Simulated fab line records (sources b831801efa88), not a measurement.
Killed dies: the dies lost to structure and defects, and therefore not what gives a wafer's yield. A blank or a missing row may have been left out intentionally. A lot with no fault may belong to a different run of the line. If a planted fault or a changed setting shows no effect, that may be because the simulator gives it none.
Chamber matching | flow sky130 | rie si-02 running SKY_FIELD_ISO_ETCH_17: 4 sister chambers
The step etches Si in HBr/Cl2/O2, target depth 342 nm, time 97.7 s. 18 wafers are shown with their chamber, then 8 later ones without.

EACH WAFER AND ITS CHAMBER
wafer  | chamber | drypump motor current A (A) | he backside leak sccm (sccm) | oes product au (a.u.)
L194.1 | 2       | 6.4                         | 2.9                          | 0.998
L194.2 | 1       | 5.3                         | 2.6                          | 1.004
L194.4 | 1       | 5.3                         | 2.7                          | 0.999
L196.1 | 3       | 6.3                         | 2.8                          | 0.986
L196.2 | 1       | 5.3                         | 2.6                          | 0.994
L196.5 | 2       | 6.5                         | 3.0                          | 0.996
L197.2 | 2       | 6.5                         | 3.0                          | 0.998
L197.3 | 0       | 5.8                         | 2.6                          | 1.003
L197.5 | 0       | 5.8                         | 2.7                          | 1.002
L198.1 | 2       | 6.4                         | 3.1                          | 1.012
L198.2 | 1       | 5.3                         | 2.7                          | 1.001
L198.4 | 3       | 6.3                         | 2.5                          | 0.999
L199.1 | 3       | 6.3                         | 2.8                          | 0.996
L199.4 | 0       | 5.8                         | 2.8                          | 0.999
L199.6 | 0       | 5.8                         | 2.7                          | 1.002
L201.1 | 3       | 6.2                         | 2.7                          | 0.996
L201.2 | 1       | 5.3                         | 2.7                          | 1.000
L201.6 | 3       | 6.3                         | 2.7                          | 0.978

SIGNATURES (averages over the wafers above)
reading                 | chamber 0 | chamber 1 | chamber 2 | chamber 3 | scatter within a chamber
drypump motor current A | 5.800     | 5.300     | 6.450     | 6.280     | 0.0359
he backside leak sccm   | 2.700     | 2.660     | 3.000     | 2.700     | 0.0894
oes product au          | 1.00150   | 0.99960   | 1.00100   | 0.99100   | 0.00618
Rule: a wafer's distance from a chamber is the root of the sum, over the readings, of the square of ((its reading less the chamber's mean) divided by the reading's scatter). The wafer belongs to the nearest chamber; if the next one is less than 2 further off, it can't be placed. The scatter: take each reading less its chamber's mean, square it, sum over the shown wafers, divide by the number of wafers less the number of chambers, and take the root.

WAFERS MISSING THEIR CHAMBER
wafer  | drypump motor current A (A) | he backside leak sccm (sccm) | oes product au (a.u.)
L202.2 | 5.3                         | 2.6                          | 0.989
L202.4 | 6.3                         | 2.5                          | 0.979
L202.5 | 5.4                         | 2.6                          | 0.981
L203.1 | 5.3                         | 2.5                          | 1.003
L203.3 | 5.8                         | 2.9                          | 1.003
L203.4 | 6.4                         | 2.6                          | 1.003
L206.3 | 6.5                         | 2.8                          | 1.011
L206.5 | 6.5                         | 2.8                          | 0.992

EACH ONE'S CHAMBER
wafer  | from the rows above     | in truth
L202.2 | 1                       | 1
L202.4 | 3                       | 3
L202.5 | 1                       | 1
L203.1 | 1                       | 1
L203.3 | 0                       | 0
L203.4 | can't be placed: 3 or 2 | 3
L206.3 | 2                       | 2
L206.5 | 2                       | 2
Correctly placed: 7 of 8. These rows do not allow placing 1 (true chamber among the candidates in 1). Wrongly placed: 0.
